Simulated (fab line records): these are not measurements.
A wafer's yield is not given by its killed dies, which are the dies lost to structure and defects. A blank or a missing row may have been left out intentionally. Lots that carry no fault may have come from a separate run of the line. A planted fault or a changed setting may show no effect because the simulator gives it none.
What tool caused it?	flow sfq-line	7 lots (21 wafers sampled), 1 step of a 325-step route

WHAT EACH GAUGE READ, for each wafer
SFQ_I2_OVL_MEAS_918.
lot	measured	on	I2_OVL (nm)
L906	day 32 22:15	overlay-02	2 10 13
L910	day 35 12:41	overlay-01	-6 0 -6
L912	day 35 23:29	overlay-01	3 3 -2
L914	day 42 15:10	overlay-01	-1 -1 -3
L919	day 44 17:25	overlay-02	-4 1 -6
L922	day 45 16:12	overlay-01	-8 -3 -5
L925	day 46 23:25	overlay-01	3 -2 5

WHAT TOOL EACH LOT RAN ON (gives the tool, then ch and the chambers of the sampled wafers, and finally the start)
Record: no process step prior to these readings.

THE ANSWER, worked out from the rows above alone
Rule: what is usual is taken from the lots themselves. The widest of any qualifying gaps counts: lots, ordered by their means at a reading, are off when they make up no more than a third of the lots, leave a main group of 4 or more, and stand apart from it by 3 or more times the standard deviation of that group's means. If all means in a main group match to the digits the tables above print for the reading, that group is not used. Also off: a lot with no number at a reading for which 4 or more lots have one. Any other lot the step has rows for is counted as sound.
Nothing can be told from this: no lot is off at any reading shown.

WHAT THE SIMULATOR HAD PUT IN
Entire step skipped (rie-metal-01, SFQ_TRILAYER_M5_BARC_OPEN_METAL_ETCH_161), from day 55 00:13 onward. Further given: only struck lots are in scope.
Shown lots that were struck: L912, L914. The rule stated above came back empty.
